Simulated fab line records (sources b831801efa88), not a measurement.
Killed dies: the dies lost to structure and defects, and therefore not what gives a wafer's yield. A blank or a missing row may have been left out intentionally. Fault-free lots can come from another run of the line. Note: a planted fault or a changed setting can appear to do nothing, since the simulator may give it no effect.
Which of the tools did it? ; flow sky130 ; 12 lots with 36 wafers sampled at 4 steps, on a route of 708 steps

WHAT THE GAUGES READ, wafer by wafer
SKY_VIA3_CD_MEAS_12: target cd 200 nm.
lot;measured;on;cdNm (nm)
L869;day 39 10:02;cdSem-02;201.3 200.1 200.6
L870;day 39 18:55;cdSem-02;201.4 201.6 201.2
L871;day 40 11:12;cdSem-01;202.7 201.7 200.9
L873;day 40 20:14;cdSem-02;199.3 197.5 198.4
L874;day 41 05:01;cdSem-02;200.8 199.6 200.5
L877;day 42 04:01;cdSem-01;200.3 200.3 202.0
L880;day 43 00:32;cdSem-02;199.0 199.1 199.6
L881;day 43 09:40;cdSem-01;195.8 198.0 198.6
L882;day 43 10:22;cdSem-01;200.0 202.3 201.9
L883;day 43 20:37;cdSem-01;201.0 198.9 200.2
L888;day 45 03:43;cdSem-01;200.6 200.8 199.7
L892;day 46 04:10;cdSem-02;198.9 199.4 200.0

SKY_METAL4_CD_MEAS_13: target cd 300 nm.
lot;measured;on;cdNm (nm)
L869;day 41 13:47;cdSem-01;301.8 300.9 301.6
L870;day 41 20:46;cdSem-02;301.7 300.7 301.2
L871;day 42 12:46;cdSem-01;301.3 298.6 301.6
L873;day 42 21:13;cdSem-01;299.8 300.9 299.2
L874;day 43 05:45;cdSem-02;300.8 298.6 298.5
L877;day 44 04:55;cdSem-02;302.2 302.3 302.2
L880;day 44 23:46;cdSem-02;299.7 300.6 300.7
L881;day 45 07:10;cdSem-02;301.0 301.3 301.4
L882;day 45 08:55;cdSem-02;210.5 210.9 302.3
L883;day 45 18:51;cdSem-02;302.4 301.5 301.1
L888;day 46 23:55;cdSem-02;213.8 212.8 298.1
L892;day 47 22:40;cdSem-02;300.5 303.9 301.8

EACH LOT AND THE TOOL THAT RAN IT (in order: tool; ch and the chambers of the sampled wafers; start)
lot;SKY_VIA3_CVD_21;SKY_METAL4_EXPOSE_10
L869;cvdW-01 ch 0, day 39 10:56;krfScanner-02 ch 0, day 41 01:25
L870;cvdW-02 ch 0,1, day 39 19:50;krfScanner-02 ch 0, day 41 08:50
L871;cvdW-02 ch 0,1, day 40 12:14;krfScanner-01 ch 0, day 42 01:31
L873;cvdW-01 ch 0,1, day 40 21:07;krfScanner-01 ch 0, day 42 09:55
L874;cvdW-02 ch 0,1, day 41 05:55;krfScanner-01 ch 0, day 42 18:31
L877;cvdW-02 ch 0,1, day 42 04:56;krfScanner-02 ch 0, day 43 17:59
L880;cvdW-01 ch 0,1, day 43 01:29;krfScanner-02 ch 0, day 44 12:55
L881;cvdW-02 ch 0,1, day 43 10:34;krfScanner-02 ch 0, day 44 20:58
L882;cvdW-01 ch 1, day 43 11:16;krfScanner-02 ch 0, day 44 22:08
L883;cvdW-02 ch 0,1, day 43 21:34;krfScanner-01 ch 0, day 45 08:41
L888;cvdW-02 ch 0,1, day 45 04:37;krfScanner-02 ch 0, day 46 13:57
L892;cvdW-02 ch 0,1, day 46 05:04;krfScanner-01 ch 0, day 47 12:53
- SKY_VIA3_CVD_21: deposits W, target thk 390 nm, time 117.31 s.
- SKY_METAL4_EXPOSE_10: exposes mask MM4, target cd 300 nm.

WHAT THE TOOLS THEMSELVES READ (means of the sampled wafers that have a number; where no wafer has one, the mark that the record gives instead)
SKY_VIA3_CVD_21.
lot;tool;heaterPowerW (W)
L869;cvdW-01;844
L870;cvdW-02;819
L871;cvdW-02;826
L873;cvdW-01;818
L874;cvdW-02;832
L877;cvdW-02;830
L880;cvdW-01;827
L881;cvdW-02;818
L882;cvdW-01;776
L883;cvdW-02;819
L888;cvdW-02;811
L892;cvdW-02;813

SKY_METAL4_EXPOSE_10.
lot;tool;stageVelMmS (mm/s)
L869;krfScanner-02;499.97
L870;krfScanner-02;499.92
L871;krfScanner-01;500.05
L873;krfScanner-01;499.91
L874;krfScanner-01;500.24
L877;krfScanner-02;499.87
L880;krfScanner-02;499.76
L881;krfScanner-02;500.17
L882;krfScanner-02;500.04
L883;krfScanner-01;499.90
L888;krfScanner-02;500.02
L892;krfScanner-01;499.81

THE ANSWER, worked out from the rows above alone
Rule: what is usual is taken from the lots themselves. Put in order of their means at a reading, lots are off if they are a third of the lots or fewer, leave a main group of 4 or more, and stand apart from it by a gap of 3 or more times the standard deviation of the main group's means; of several such gaps the widest counts. Not used: any main group whose means are identical at the precision the tables above print for the reading. Also off: a lot with no number at a reading for which 4 or more lots have one. Any other lot the step has rows for is counted as sound. Order of review: gauges by route order, followed by the tools' own readings, for which a lot's mean as printed above is used. The first step at which some lot is off is used, and at that step the reading that is off furthest; a lot without a number counts as furthest.
Off, at SKY_METAL4_CD_MEAS_13 on cdNm: L882, L888. The main group has a mean of 301.0 nm with a standard deviation of 0.9.
If a tool, at a process step before that reading, ran all the lots that are off and no sound lot after the first of them, it fits. The gauges at SKY_METAL4_CD_MEAS_13 are tried like those tools. One candidate fits, namely krfScanner-02 at SKY_METAL4_EXPOSE_10. Its last sound lot is L881 (day 44 20:58), its first lot that is off L882 (day 44 22:08): a fault that began between those two fits.

WHAT WAS PUT IN BY THE SIMULATOR
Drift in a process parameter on krfScanner-02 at SKY_METAL4_EXPOSE_10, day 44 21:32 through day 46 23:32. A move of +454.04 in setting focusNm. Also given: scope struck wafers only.
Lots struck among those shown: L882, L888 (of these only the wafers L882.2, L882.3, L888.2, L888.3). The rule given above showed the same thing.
